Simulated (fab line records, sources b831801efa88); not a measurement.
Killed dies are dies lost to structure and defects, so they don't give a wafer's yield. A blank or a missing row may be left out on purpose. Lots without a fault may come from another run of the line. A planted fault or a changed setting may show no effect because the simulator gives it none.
fab line records | flow sfq_line
record lots=6 wafers=18 last_day=92
route steps=325 shown L0@4 L0V@16 M0@28
lots that met no fault: from a run of the same line without faults
start_h: hours from the record's first day to the start of the lot's first wafer shown | wait_h: hours since the lot's step before | " the same as in the row above | L1.1+2: a row that stands for several wafers | - no value, or no start given | * or withheld: withheld | < > ~ a bound
route shown NAME@n: a module of which the file shows steps, and the number in the route of the first | usual: mean/standard deviation of fault-free wafers | same: alike in all rows | chamber/n: place in a boat | sites: the reading at each site | _std_site: their standard deviation | _edge_site: outer sites' mean less inner sites' | radius_mm: how far each site lies from the wafer's centre | mask NAME#n: copy n | behind: the tool/chamber that last shaped the wafer | hold: why the lot was held/for how many hours/how that ended | device: the transistor (n, p or np) that didn't switch | end of line: the same wafers' tests at the end of the route | a step without rows: its recipe alone | killed: dies lost to structure and defects at the first sort, not the wafer's yield | map: a wafer's dies, x killed, . not, _ none there
set.NAME: the setting as run; set.NAME@STEP: as run at that earlier step | model.NAME: the simulator's own value behind a step, which no gauge read
lots at some steps of the route; a table a step, a row a wafer
services: from which hour (start_h, from the record's first day; less than 0 if before it) a tool's chamber was out of use, for how many hours, and why
## steps
# step SFQ_L0_RS_MEAS_901
# recipe thk_meas_gauge=four-point-probe reads=MoNx_KI_of_TRILAYER_L0_DEP_SPUTTER_003
# usual L0_MONX_KI_RS=43.6/0.48
# columns lot.wafer tool chamber start_h wait_h L0_MONX_KI_RS[ohm/sq]
L953.2 film_metro-01 - 17.58 0.1 42.9
L953.3 " - " " 43.4
L953.6 " - " " 43.7
L955.3 film_metro-02 - 27.60 0.1 43.3
L955.5 " - " " 43.9
L955.6 " - " " 43.5
L966.2 film_metro-01 - 82.58 0.1 44.3
L966.5 " - " " 43.8
L966.6 " - " " 44.3
L967.1 film_metro-02 - 87.56 0.0 43.6
L967.3 " - " " 43.1
L967.5 " - " " 43.6
L974.2 film_metro-02 - 122.58 0.1 43.6
L974.3 " - " " 44.4
L974.4 " - " " 43.8
L975.2 film_metro-04 - 127.58 0.1 43.9
L975.3 " - " " 43.3
L975.4 " - " " 43.3
# step SFQ_L0_THK_MEAS_902
# recipe thk_meas_gauge=xrf reads=MoNx_KI_of_TRILAYER_L0_DEP_SPUTTER_003
# usual L0_MONX_KI_THK=40.0/0.5
# columns lot.wafer tool chamber start_h wait_h L0_MONX_KI_THK[nm]
L953.2 film_metro-01 - 17.69 0.1 40.4
L953.3 " - " " 40.5
L953.6 " - " " 39.9
L955.3 film_metro-02 - 27.70 0.1 40.1
L955.5 " - " " 39.7
L955.6 " - " " 39.9
L966.2 film_metro-01 - 82.69 0.1 39.3
L966.5 " - " " 39.9
L966.6 " - " " 39.3
L967.1 film_metro-02 - 87.68 0.1 39.9
L967.3 " - " " 40.3
L967.5 " - " " 39.9
L974.2 film_metro-02 - 122.69 0.1 39.7
L974.3 " - " " 39.0
L974.4 " - " " 39.8
L975.2 film_metro-04 - 127.69 0.1 39.2
L975.3 " - " " 40.0
L975.4 " - " " 39.9
# step SFQ_TRILAYER_L0_LITHO_COAT_010
# recipe resist=BARC spin_rpm=2951 resist_thk_nm=62
# step SFQ_TRILAYER_L0_LITHO_COAT_005
# recipe resist=KrF spin_rpm=3000 resist_thk_nm=600
# step SFQ_TRILAYER_L0_LITHO_SOFTBAKE_009
# recipe temp_c=withheld time_s=withheld resist=KrF
# step SFQ_TRILAYER_L0_LITHO_EXPOSE_006
# recipe mask_id=L0 na=0.6 source_shape=conventional sigma_outer=0.65 target_cd_nm=2000 dose_mj=14.4
# step SFQ_TRILAYER_L0_LITHO_PEB_008
# recipe peb_temp_c=114.4 peb_time_s=60 resist=KrF
# step SFQ_TRILAYER_L0_LITHO_DEVELOP_007
# recipe time_s=60 resist=KrF
# step SFQ_TRILAYER_L0_BARC_OPEN_METAL_ETCH_010
# recipe mask_material=PR chemistry=O2 target_depth_nm=125 target=BARC icp_w=600 bias_w=80 pressure_mtorr=10 time_s=41.7
# step SFQ_TRILAYER_L0_ETCH_METAL_ETCH_008
# recipe target=MoNx_KI stop_on=SiO2 mask_material=PR chemistry=SF6/O2 target_depth_nm=50 icp_w=600 bias_w=80 pressure_mtorr=10 time_s=25
# usual drypump_motor_current_A=5.7/0.43 oes_product_au=0.872/0.007
# columns lot.wafer tool chamber start_h wait_h drypump_motor_current_A oes_product_au rf_hours_counter_h
L953.2 rie_metal-02 1 89.57 0.0 5.4 0.882 79
L953.3 " 0 " " 5.1 0.875 -
L953.6 " 0 " " 5.1 0.865 -
L955.3 rie_metal-04 1 106.60 0.1 6.0 0.882 -
L955.5 " 1 " " 6.0 0.870 -
L955.6 " 1 " " 6.0 0.874 -
L966.2 rie_metal-04 0 166.19 0.0 5.8 0.863 11
L966.5 " 1 " " 6.0 0.864 -
L966.6 " 0 " " 5.8 0.867 -
L967.1 rie_metal-04 1 172.19 0.0 6.0 0.875 7
L967.3 " 1 " " 6.0 0.877 -
L967.5 " 0 " " 5.8 0.870 -
L974.2 rie_metal-02 1 203.57 0.1 5.4 0.878 98
L974.3 " 0 " " 5.1 0.869 -
L974.4 " 1 " " 5.4 0.863 -
L975.2 rie_metal-04 1 204.32 0.0 6.0 0.869 12
L975.3 " 0 " " 5.8 0.873 -
L975.4 " 1 " " 6.0 0.872 -
# step SFQ_TRILAYER_L0_STRIP_STRIP_009
# recipe gas=O2 power_w=200 platen_temp_c=40 overash_fraction=0.65 chemistry=O2 pressure_mtorr=50
# usual drypump_motor_current_A=5.7/0.42 oes_product_au=1.000/0.011
# columns lot.wafer tool chamber start_h wait_h drypump_motor_current_A oes_product_au rf_hours_counter_h
L953.2 rie_metal-02 1 89.62 0.0 5.4 0.994 79
L953.3 " 0 " " 5.1 0.998 -
L953.6 " 0 " " 5.0 0.993 -
L955.3 rie_metal-04 1 107.06 0.4 6.0 0.997 -
L955.5 " 1 " " 6.0 0.999 -
L955.6 " 1 " " 6.0 1.001 -
L966.2 rie_metal-04 0 166.23 0.0 5.8 0.996 11
L966.5 " 1 " " 6.0 0.998 -
L966.6 " 0 " " 5.8 0.992 -
L967.1 rie_metal-04 1 172.23 0.0 6.0 0.991 7
L967.3 " 1 " " 6.0 1.002 -
L967.5 " 0 " " 5.8 0.998 -
L974.2 rie_metal-02 1 203.63 0.0 5.4 0.994 98
L974.3 " 0 " " 5.1 0.986 -
L974.4 " 1 " " 5.4 0.975 -
L975.2 rie_metal-04 1 204.37 0.0 6.0 1.005 12
L975.3 " 0 " " 5.8 1.004 -
L975.4 " 1 " " 6.0 1.006 -
# step SFQ_TRILAYER_L0_STRIP_SOLV_CLEAN_010
# recipe chemistry=NMP temp_c=70 time_s=600
# step SFQ_TRILAYER_L0_CAP_PECVD_011
# recipe material=SiO2 temp_c=150 time_s=13.333 pressure_torr=2.4 rf_w=183.3 precursor=SiH4/N2O target_thk_nm=60
# usual chamber_pressure_Torr=2.401/0.0051 heater_power_w=84/8.9 throttle_valve_pct=25.1/1.7
# columns lot.wafer tool chamber start_h wait_h chamber_pressure_Torr heater_power_w throttle_valve_pct model.SiO2_of_TRILAYER_L0_CAP_PECVD_011.thk_nm
L953.2 pecvd-02 0 90.39 0.0 2.400 88 25.3 59.67
L953.3 " 1 " " 2.409 99 22.7 59.37
L953.6 " 2 " " 2.406 79 23.4 61.12
L955.3 pecvd-03 0 108.04 0.0 2.402 78 23.1 58.77
L955.5 " 0 " " 2.404 78 23.2 59.89
L955.6 " 1 " " 2.398 97 26.1 59.37
L966.2 pecvd-03 2 167.01 0.0 2.390 89 28.1 60.18
L966.5 " 0 " " 2.405 82 23.3 58.05
L966.6 " 1 " " 2.404 99 26.1 60.27
L967.1 pecvd-03 2 173.01 0.0 2.396 86 27.9 59.71
L967.3 " 0 " " 2.398 83 22.9 57.83
L967.5 " 2 " " 2.401 87 28.1 60.79
L974.2 pecvd-02 1 204.61 0.0 2.409 104 22.8 58.58
L974.3 " 2 " " 2.402 84 23.5 59.11
L974.4 " 2 " " 2.408 83 23.4 60.48
L975.2 pecvd-04 1 205.14 0.0 2.413 85 25.9 58.9
L975.3 " 0 " " 2.400 70 25.2 58.65
L975.4 " 0 " " 2.398 67 25.3 60.05
# step SFQ_TRILAYER_L0_VIA_LITHO_COAT_018
# recipe resist=BARC spin_rpm=3000 resist_thk_nm=62
# step SFQ_TRILAYER_L0_VIA_LITHO_COAT_013
# recipe resist=KrF spin_rpm=3000 resist_thk_nm=650
# step SFQ_TRILAYER_L0_VIA_LITHO_SOFTBAKE_017
# recipe temp_c=withheld time_s=withheld resist=KrF
# step SFQ_TRILAYER_L0_VIA_LITHO_EXPOSE_014
# recipe mask_id=L0V na=0.6 source_shape=conventional sigma_outer=0.65 target_cd_nm=700 dose_mj=21.3
# step SFQ_TRILAYER_L0_VIA_LITHO_PEB_016
# recipe peb_temp_c=115 peb_time_s=60 resist=KrF
# step SFQ_TRILAYER_L0_VIA_LITHO_DEVELOP_015
# recipe time_s=60 resist=KrF
# step SFQ_L0V_OVL_MEAS_903
# usual L0V_OVL=0/4
# columns lot.wafer tool chamber start_h wait_h L0V_OVL[nm]
L953.2 overlay-02 - 179.05 0.1 0
L953.3 " - " " 2
L953.6 " - " " 3
L955.3 overlay-01 - 200.58 0.1 2
L955.5 " - " " 2
L955.6 " - " " 3
L966.2 overlay-02 - 257.08 0.1 -3
L966.5 " - " " -5
L966.6 " - " " -10
L967.1 overlay-02 - 261.87 0.1 0
L967.3 " - " " -5
L967.5 " - " " -5
L974.2 overlay-01 - 292.01 0.1 -2
L974.3 " - " " 0
L974.4 " - " " -5
L975.2 overlay-01 - 293.21 0.1 -3
L975.3 " - " " 3
L975.4 " - " " -3
# step SFQ_TRILAYER_L0_VIA_BARC_OPEN_VIA_ETCH_021
# recipe mask_material=PR chemistry=O2 target_depth_nm=125 target=BARC source_w=500 bias_w=80 pressure_mtorr=30 time_s=41.7
# usual drypump_motor_current_A=6.0/0.52 oes_product_au=0.685/0.005
# columns lot.wafer tool chamber start_h wait_h drypump_motor_current_A oes_product_au rf_hours_counter_h
L953.2 rie_diel-03 3 179.08 0.0 6.3 0.680 93
L953.3 " 0 " " 5.7 0.684 3
L953.6 " 0 " " 5.7 0.688 -
L955.3 rie_diel-04 2 200.61 0.0 5.6 0.689 145
L955.5 " 1 " " 6.7 0.683 -
L955.6 " 2 " " 5.6 0.677 -
L966.2 rie_diel-02 3 257.11 0.0 6.3 0.687 74
L966.5 " 3 " " 6.3 0.683 -
L966.6 " 0 " " 6.1 0.686 -
L967.1 rie_diel-03 1 261.91 0.0 6.2 0.678 1
L967.3 " 3 " " 6.2 0.695 95
L967.5 " 2 " " 6.3 0.685 -
L974.2 rie_diel-03 0 292.04 0.0 5.7 0.685 6
L974.3 " 3 " " 6.2 0.684 95
L974.4 " 2 " " 6.3 0.677 84
L975.2 rie_diel-02 2 293.24 0.0 6.4 0.685 65
L975.3 " 0 " " 6.1 0.683 87
L975.4 " 3 " " 6.3 0.685 75
# step SFQ_TRILAYER_L0_VIA_ETCH_VIA_ETCH_016
# recipe target=SiO2 stop_on=MoNx_KI mask_material=PR chemistry=CHF3 target_depth_nm=80 source_w=500 bias_w=80 pressure_mtorr=30 time_s=withheld
# usual drypump_motor_current_A=6.0/0.52 oes_product_au=0.841/0.007
# columns lot.wafer tool chamber start_h wait_h drypump_motor_current_A oes_product_au model.L0V.feature_depth_nm model.etch.depth_nm
L953.2 rie_diel-03 3 179.12 0.0 6.3 0.841 59.67 59.67
L953.3 " 0 " " 5.7 0.841 59.37 59.37
L953.6 " 0 " " 5.7 0.863 61.12 61.12
L955.3 rie_diel-04 2 200.65 0.0 5.6 0.825 58.77 58.77
L955.5 " 1 " " 6.7 0.835 59.89 59.89
L955.6 " 2 " " 5.6 0.839 59.37 59.37
L966.2 rie_diel-02 3 257.15 0.0 6.3 0.855 60.18 60.18
L966.5 " 3 " " 6.3 0.825 58.05 58.05
L966.6 " 0 " " 6.1 0.843 60.27 60.27
L967.1 rie_diel-03 1 261.95 0.0 6.2 0.845 59.71 59.71
L967.3 " 3 " " 6.3 0.827 57.83 57.83
L967.5 " 2 " " 6.3 0.844 60.79 60.79
L974.2 rie_diel-03 0 292.08 0.0 5.7 0.835 58.58 58.58
L974.3 " 3 " " 6.2 0.835 59.11 59.11
L974.4 " 2 " " 6.3 0.847 60.48 60.48
L975.2 rie_diel-02 2 293.28 0.0 6.4 0.833 58.9 58.9
L975.3 " 0 " " 6.1 0.836 58.65 58.65
L975.4 " 3 " " 6.3 0.842 60.05 60.05
# step SFQ_TRILAYER_L0_VIA_STRIP_STRIP_017
# recipe gas=O2 power_w=200 platen_temp_c=40 overash_fraction=0.65 chemistry=O2 pressure_mtorr=50
# usual drypump_motor_current_A=6.04/0.23 oes_product_au=1.002/0.0089
# columns lot.wafer tool chamber start_h wait_h drypump_motor_current_A oes_product_au rf_hours_counter_h
L953.2 rie_metal-03 0 179.17 - 5.98 1.010 31
L953.3 " 1 " " 6.40 1.024 -
L953.6 " 1 " " 6.38 1.017 -
L955.3 rie_metal-01 0 200.89 - 6.09 0.996 -
L955.5 " 0 " " 6.09 1.003 -
L955.6 " 1 " " 6.01 1.010 -
L966.2 rie_metal-03 0 257.19 - 5.96 1.010 48
L966.5 " 0 " " 5.97 1.009 -
L966.6 " 1 " " 6.40 0.998 -
L967.1 rie_metal-03 1 261.99 - 6.39 1.017 3
L967.3 " 0 " " 5.98 1.019 -
L967.5 " 0 " " 5.96 1.010 -
L974.2 rie_metal-01 1 292.13 - 5.99 0.992 75
L974.3 " 0 " " 6.07 0.994 -
L974.4 " 1 " " 5.99 0.999 -
L975.2 rie_metal-03 0 293.33 - 5.97 1.004 54
L975.3 " 0 " " 5.97 1.011 -
L975.4 " 1 " " 6.37 1.003 -
# step SFQ_TRILAYER_L0_VIA_STRIP_SOLV_CLEAN_018
# recipe chemistry=NMP temp_c=70 time_s=600
# step SFQ_TRILAYER_M0_DEP_PRE_CLEAN_020
# recipe gas=Ar time_s=15 bias_v=250
# columns lot.wafer tool chamber start_h wait_h model.SiO2_of_TRILAYER_L0_CAP_PECVD_011.thk_nm
L953.2 pvd_sputter-04 - 179.94 0.0 54.67
L953.3 " - " " 54.37
L953.6 " - " " 56.12
L955.3 pvd_sputter-03 - 201.47 0.0 53.77
L955.5 " - " " 54.89
L955.6 " - " " 54.37
L966.2 pvd_sputter-04 - 257.97 0.0 55.18
L966.5 " - " " 53.05
L966.6 " - " " 55.27
L967.1 pvd_sputter-05 - 262.77 0.0 54.71
L967.3 " - " " 52.83
L967.5 " - " " 55.79
L974.2 pvd_sputter-05 - 292.90 0.0 53.58
L974.3 " - " " 54.11
L974.4 " - " " 55.48
L975.2 pvd_sputter-04 - 294.10 0.0 53.9
L975.3 " - " " 53.65
L975.4 " - " " 55.05
# step SFQ_TRILAYER_M0_DEP_SPUTTER_019
# recipe material=Nb base_pressure_pa=1.33e-06 chamber_pressure_pa=0.1333 substrate_temp_c=20 resputter_cathode_voltage_v=400 target_thk_nm=200 power_w=1966 time_s=133.3
# usual throttle_valve_pct=30.2/1.1
# columns lot.wafer tool chamber start_h wait_h throttle_valve_pct
L953.2 pvd_sputter-04 - 179.97 0.0 28.4
L953.3 " - " " 29.3
L953.6 " - " " 29.4
L955.3 pvd_sputter-03 - 201.49 0.0 30.3
L955.5 " - " " 30.5
L955.6 " - " " 28.7
L966.2 pvd_sputter-04 - 257.99 0.0 28.5
L966.5 " - " " 28.4
L966.6 " - " " 32.4
L967.1 pvd_sputter-05 - 262.79 0.0 29.9
L967.3 " - " " 31.1
L967.5 " - " " 30.3
L974.2 pvd_sputter-05 - 292.93 0.0 30.2
L974.3 " - " " 30.5
L974.4 " - " " 29.8
L975.2 pvd_sputter-04 - 294.13 0.0 28.6
L975.3 " - " " 28.3
L975.4 " - " " 32.3
## services
# columns tool chamber start_h hours kind
rie_diel-02 2 68.07 13.8 repair
pvd_sputter-05 - 71.96 4.2 repair
rie_diel-03 - 72.70 0.1 repair
rie_metal-03 - 75.33 14.6 pm
pvd_sputter-05 - 86.60 2.6 repair
rie_diel-02 3 95.37 3.6 repair
rie_diel-03 - 108.65 8.1 repair
rie_diel-03 2 110.64 11.4 repair
rie_metal-02 0 116.54 8.7 repair
rie_metal-04 0 131.30 3.0 repair
rie_diel-02 - 145.10 14.6 pm
rie_metal-02 - 153.17 1.6 repair
rie_diel-02 0 163.48 14.8 repair
rie_diel-02 2 192.92 5.5 repair
pvd_sputter-04 - 216.55 9.5 repair
rie_metal-02 - 225.38 2.8 pm
rie_metal-04 - 239.81 0.2 repair
rie_metal-04 - 241.08 2.8 pm
rie_metal-02 0 241.28 104.0 repair
pvd_sputter-05 - 246.47 4.0 repair
rie_diel-03 0 256.66 6.5 repair
pvd_sputter-04 - 260.11 3.6 repair
rie_diel-02 3 285.78 3.9 repair
rie_metal-02 - 289.87 0.5 repair
## key
first_sign none at tools or gauges
model_effect step=SFQ_TRILAYER_L0_CAP_PECVD_011 value=SiO2_of_TRILAYER_L0_CAP_PECVD_011.thk_nm without=59.91 struck=57.94
model_effect step=SFQ_TRILAYER_L0_VIA_ETCH_VIA_ETCH_016 value=L0V.feature_depth_nm without=59.91 struck=57.94
model_effect step=SFQ_TRILAYER_M0_DEP_PRE_CLEAN_020 value=SiO2_of_TRILAYER_L0_CAP_PECVD_011.thk_nm without=54.91 struck=52.94
met_at SFQ_TRILAYER_L0_CAP_PECVD_011
struck_wafers L966.5,L967.3
onset_between 108.04 167.01
fault kind=process_parameter_drift tool=pecvd-03 chamber=0 onset_h=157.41 steps=SFQ_TRILAYER_L0_CAP_PECVD_011 channel=target_thk_nm offset=-1.9737 shape=step end_h=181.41 acts_in=these_recipes_only stated=60
